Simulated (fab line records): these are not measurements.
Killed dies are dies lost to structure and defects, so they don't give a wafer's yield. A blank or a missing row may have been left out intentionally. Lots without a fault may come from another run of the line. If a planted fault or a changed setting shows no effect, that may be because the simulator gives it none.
Which of the tools did it? + flow gf180mcu + 12 lots with 36 wafers sampled at 4 steps, on a route of 602 steps

== WHAT EACH GAUGE READ, for each wafer ==
GF_V3_OVL_MEAS_15.
| lot  | measured     | on         | V3_OVL (nm) |
|------|--------------|------------|-------------|
| L573 | day 22 18:53 | overlay-01 | -7 -12 -12  |
| L575 | day 23 18:55 | overlay-01 | 2 6 -1      |
| L581 | day 25 14:22 | overlay-01 | -1 4 -3     |
| L583 | day 26 10:54 | overlay-01 | 0 -4 1      |
| L585 | day 26 17:24 | overlay-02 | 4 6 -1      |
| L584 | day 27 05:30 | overlay-01 | 2 -1 -2     |
| L587 | day 27 11:39 | overlay-02 | 3 -1 -2     |
| L588 | day 27 20:29 | overlay-01 | -9 -12 -4   |
| L589 | day 28 00:07 | overlay-01 | -8 2 -3     |
| L592 | day 29 03:36 | overlay-01 | -6 -6 -1    |
| L594 | day 29 07:03 | overlay-02 | -13 -10 -5  |
| L595 | day 29 15:58 | overlay-02 | 2 2 2       |

GF_V4_THK_MEAS_01.
| lot  | measured     | on            | V4_CVD_00_THK (nm) |
|------|--------------|---------------|--------------------|
| L573 | day 23 20:31 | film_metro-03 | 579 584 597        |
| L575 | day 24 19:10 | film_metro-04 | 587 583 600        |
| L581 | day 26 13:23 | film_metro-02 | 298 300 298        |
| L583 | day 27 09:19 | film_metro-02 | 296 294 300        |
| L585 | day 27 16:24 | film_metro-03 | 600 603 598        |
| L584 | day 28 02:49 | film_metro-03 | 603 604 604        |
| L587 | day 28 09:24 | film_metro-02 | 594 590 599        |
| L588 | day 28 17:04 | film_metro-02 | 595 589 591        |
| L589 | day 28 21:45 | film_metro-04 | 609 611 605        |
| L592 | day 30 00:49 | film_metro-04 | 613 605 600        |
| L594 | day 30 04:25 | film_metro-04 | 602 603 597        |
| L595 | day 30 13:21 | film_metro-04 | 601 598 593        |

== WHAT TOOL EACH LOT RAN ON (gives the tool, then ch and the chambers of the sampled wafers, and finally the start) ==
| lot  | GF_V3_CMP_04                  | GF_V4_CVD_00                     |
|------|-------------------------------|----------------------------------|
| L573 | cmp-01 ch 0,2,3, day 21 19:29 | hdpcvd-01 ch 1,2, day 23 20:26   |
| L575 | cmp-01 ch 0,1,2, day 22 19:40 | hdpcvd-01 ch 1,2, day 24 19:04   |
| L581 | cmp-01 ch 0,1, day 24 16:22   | hdpcvd-02 ch 0,1,2, day 26 13:18 |
| L583 | cmp-02 ch 0,1,2, day 25 14:12 | hdpcvd-02 ch 1,2, day 27 09:14   |
| L585 | cmp-01 ch 0,2,3, day 25 20:39 | hdpcvd-01 ch 0,2, day 27 16:19   |
| L584 | cmp-02 ch 0,1,2, day 26 08:19 | hdpcvd-01 ch 0,1,2, day 28 02:45 |
| L587 | cmp-01 ch 0,1, day 26 14:15   | hdpcvd-01 ch 0,1, day 28 09:19   |
| L588 | cmp-01 ch 0,3, day 27 00:00   | hdpcvd-01 ch 0,1,2, day 28 16:59 |
| L589 | cmp-01 ch 1,2, day 27 03:24   | hdpcvd-01 ch 0,2, day 28 21:39   |
| L592 | cmp-01 ch 0,1, day 28 08:13   | hdpcvd-01 ch 0,2, day 30 00:44   |
| L594 | cmp-01 ch 0,1,2, day 28 11:16 | hdpcvd-02 ch 1,2, day 30 04:19   |
| L595 | cmp-02 ch 0,3, day 28 20:05   | hdpcvd-02 ch 0,1,2, day 30 13:16 |
- GF_V3_CMP_04: polishes SiO2.
- GF_V4_CVD_00: deposits SiO2, target thk 600 nm, time 100 s.

== WHAT THE TOOLS THEMSELVES READ (means of the sampled wafers that have a number; where no wafer has one, the mark that the record gives instead) ==
GF_V3_CMP_04.
| lot  | tool   | head_pressure_psi (psi) | motor_current_A (A) | time_to_endpoint_s (s) |
|------|--------|-------------------------|---------------------|------------------------|
| L573 | cmp-01 | 3.999                   | 11.3                | 87                     |
| L575 | cmp-01 | 3.996                   | 11.3                | 83                     |
| L581 | cmp-01 | 4.002                   | 11.2                | 81                     |
| L583 | cmp-02 | 3.996                   | 11.7                | 73                     |
| L585 | cmp-01 | 4.001                   | 11.4                | 81                     |
| L584 | cmp-02 | 3.999                   | 11.6                | 66                     |
| L587 | cmp-01 | 4.012                   | 10.7                | 78                     |
| L588 | cmp-01 | 3.995                   | 11.7                | 73                     |
| L589 | cmp-01 | 3.994                   | 12.1                | 74                     |
| L592 | cmp-01 | 4.004                   | 11.3                | 75                     |
| L594 | cmp-01 | 3.998                   | 11.4                | 76                     |
| L595 | cmp-02 | 4.002                   | 13.7                | 78                     |

GF_V4_CVD_00.
| lot  | tool      | sih4_flow_sccm (sccm) | susceptor_temp_C (C) |
|------|-----------|-----------------------|----------------------|
| L573 | hdpcvd-01 | 59.95                 | 399.89               |
| L575 | hdpcvd-01 | 60.15                 | 400.31               |
| L581 | hdpcvd-02 | 30.08                 | 399.94               |
| L583 | hdpcvd-02 | 30.31                 | 400.01               |
| L585 | hdpcvd-01 | 60.24                 | 399.91               |
| L584 | hdpcvd-01 | 59.93                 | 399.97               |
| L587 | hdpcvd-01 | 60.01                 | 400.07               |
| L588 | hdpcvd-01 | 59.86                 | 400.27               |
| L589 | hdpcvd-01 | 60.05                 | 400.08               |
| L592 | hdpcvd-01 | 59.91                 | 400.03               |
| L594 | hdpcvd-02 | 60.00                 | 400.11               |
| L595 | hdpcvd-02 | 59.81                 | 400.12               |

== THE ANSWER, worked out from the rows above alone ==
Rule: the usual values come from the lots themselves. Put in order of their means at a reading, lots are off if they are a third of the lots or fewer, leave a main group of 4 or more, and stand apart from it by a gap of 3 or more times the standard deviation of the main group's means; of several such gaps the widest counts. The tables above print the reading to a certain number of digits; a main group whose means all agree to those digits is not used. A lot without any number at a reading at which 4 lots or more have one is off too. All remaining lots with rows at the step are treated as sound. The gauges are gone through in route order, then the tools' own readings, and for those a lot's mean is taken as printed above. The first step at which some lot is off is used, and at that step the reading that is off furthest; a lot without a number counts as furthest.
Off: at GF_V4_THK_MEAS_01 (V4_CVD_00_THK), L581, L583. Main group: mean 598 nm, sd 6.8.
A tool fits if, at a process step before that reading, it ran every lot that is off, and no sound lot after the first of them. Not tried: the gauges at GF_V4_THK_MEAS_01; whatever is off there is also off at GF_V4_CVD_00, on other tools, and gauge error can't account for it. Not one of the candidates tried fits.

== WHAT THE SIMULATOR HAD PUT IN ==
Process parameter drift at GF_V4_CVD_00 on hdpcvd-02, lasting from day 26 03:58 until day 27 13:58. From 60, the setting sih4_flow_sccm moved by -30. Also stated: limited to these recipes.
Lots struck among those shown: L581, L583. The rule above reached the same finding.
